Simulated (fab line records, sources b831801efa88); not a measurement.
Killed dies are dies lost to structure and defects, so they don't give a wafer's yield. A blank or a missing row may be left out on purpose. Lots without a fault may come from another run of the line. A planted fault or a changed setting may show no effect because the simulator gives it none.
Chamber matching | flow sky130 | SKY_VIA2_ETCH_15 on rie_diel-01: 4 sister chambers
The step etches SiO2 in C4F8/O2/Ar, stops on TiN, target depth 546 nm, time 84 s. 8 wafers are shown with their chamber, then 8 later ones without.

WAFERS WITH THEIR CHAMBER
wafer  | chamber | bias_w (W) | oes_product_au (a.u.)
L076.5 | 1       | 1201       | 0.931
L079.6 | 2       | 1202       | 0.935
L084.1 | 3       | 1198       | 0.931
L084.4 | 0       | 1193       | 0.932
L089.1 | 3       | 1201       | 0.933
L089.2 | 2       | 1199       | 0.937
L089.3 | 0       | 1200       | 0.931
L091.1 | 1       | 1198       | 0.927

WAFERS WITHOUT THEIR CHAMBER
wafer  | bias_w (W) | oes_product_au (a.u.)
L091.2 | 1203       | 0.935
L091.4 | 1206       | 0.939
L092.1 | 1193       | 0.935
L092.4 | 1205       | 0.942
L092.6 | 1198       | 0.936
L093.2 | 1201       | 0.940
L093.3 | 1199       | 0.922
L093.6 | 1195       | 0.926

WHICH CHAMBER EACH WENT THROUGH
wafer  | from the rows above               | in truth
L091.2 | can't be placed: 2 or 3 or 0      | 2
L091.4 | 2                                 | 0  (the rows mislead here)
L092.1 | can't be placed: 0 or 2 or 3 or 1 | 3
L092.4 | 2                                 | 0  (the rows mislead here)
L092.6 | can't be placed: 2 or 3 or 0      | 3
L093.2 | 2                                 | 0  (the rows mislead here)
L093.3 | can't be placed: 1 or 0 or 3      | 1
L093.6 | can't be placed: 1 or 0 or 3      | 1
Placed correctly: 0 of 8. Can't be placed from these rows: 5 (the true chamber is among the candidates in 5). Placed wrongly: 3.
How it was worked out, from the rows above alone: a wafer's distance from a chamber is the root of the sum, over the readings, of the square of ((its reading less the chamber's mean) divided by the reading's scatter). The wafer belongs to the nearest chamber; if the next one is less than 2 further off, it can't be placed. A chamber's mean is the mean of its shown wafers. The scatter: the root of (the sum of the squares of (reading less its chamber's mean) over the shown wafers, divided by (wafers less chambers)).
